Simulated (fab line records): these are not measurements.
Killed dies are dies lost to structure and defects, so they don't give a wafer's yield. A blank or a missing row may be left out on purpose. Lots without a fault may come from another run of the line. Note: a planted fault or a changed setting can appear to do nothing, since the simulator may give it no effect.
Chamber matching :: flow sky130 :: 4 sister chambers for SKY_VIA1_CMP_02 on cmp-01
The step polishes SiO2. 8 wafers are shown with their chamber, then 9 later ones without.

WAFERS, EACH WITH ITS CHAMBER
wafer: L640.4
chamber: 2
motor current A (A): 11.0
retaining ring pressure frac: 1.002

wafer: L643.2
chamber: 1
motor current A (A): 12.2
retaining ring pressure frac: 1.001

wafer: L645.1
chamber: 3
motor current A (A): 13.0
retaining ring pressure frac: 0.997

wafer: L645.2
chamber: 0
motor current A (A): 11.4
retaining ring pressure frac: 1.006

wafer: L645.3
chamber: 1
motor current A (A): 12.1
retaining ring pressure frac: 1.001

wafer: L651.4
chamber: 0
motor current A (A): 11.7
retaining ring pressure frac: 0.995

wafer: L651.5
chamber: 3
motor current A (A): 12.8
retaining ring pressure frac: 1.001

wafer: L651.6
chamber: 2
motor current A (A): 11.4
retaining ring pressure frac: 0.999

WAFERS WITHOUT THEIR CHAMBER
wafer: L652.3
motor current A (A): 11.9
retaining ring pressure frac: 1.001

wafer: L652.4
motor current A (A): 12.0
retaining ring pressure frac: 0.997

wafer: L652.5
motor current A (A): 11.4
retaining ring pressure frac: 1.006

wafer: L659.1
motor current A (A): 13.1
retaining ring pressure frac: 0.997

wafer: L659.3
motor current A (A): 11.9
retaining ring pressure frac: 1.004

wafer: L659.4
motor current A (A): 11.6
retaining ring pressure frac: 1.003

wafer: L660.3
motor current A (A): 12.1
retaining ring pressure frac: 1.006

wafer: L660.4
motor current A (A): 11.7
retaining ring pressure frac: 0.992

wafer: L660.6
motor current A (A): 11.9
retaining ring pressure frac: 1.010

WHICH CHAMBER EACH ONE RAN IN
wafer: L652.3
from the rows above: can't be placed: 1 or 0
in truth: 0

wafer: L652.4
from the rows above: can't be placed: 1 or 0
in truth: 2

wafer: L652.5
from the rows above: can't be placed: 0 or 2
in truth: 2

wafer: L659.1
from the rows above: 3
in truth: 3

wafer: L659.3
from the rows above: can't be placed: 1 or 0
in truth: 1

wafer: L659.4
from the rows above: can't be placed: 0 or 2
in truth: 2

wafer: L660.3
from the rows above: can't be placed: 1 or 0
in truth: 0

wafer: L660.4
from the rows above: can't be placed: 0 or 1 or 2
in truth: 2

wafer: L660.6
from the rows above: can't be placed: 1 or 0 or 2
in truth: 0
Correctly placed: 1 of 9. Cannot be placed on the basis of these rows: 8; the candidates contain the true chamber in 7. Wrongly placed: 0.
How it was worked out, from the rows above alone: a wafer's distance from a chamber is the root of the sum, over the readings, of the square of ((its reading less the chamber's mean) divided by the reading's scatter). If the next closest chamber is less than 2 further off than the closest, the wafer can't be placed; otherwise it belongs to the closest. A chamber's mean is the mean of its shown wafers. The scatter: take each reading less its chamber's mean, square it, sum over the shown wafers, divide by the number of wafers less the number of chambers, and take the root.
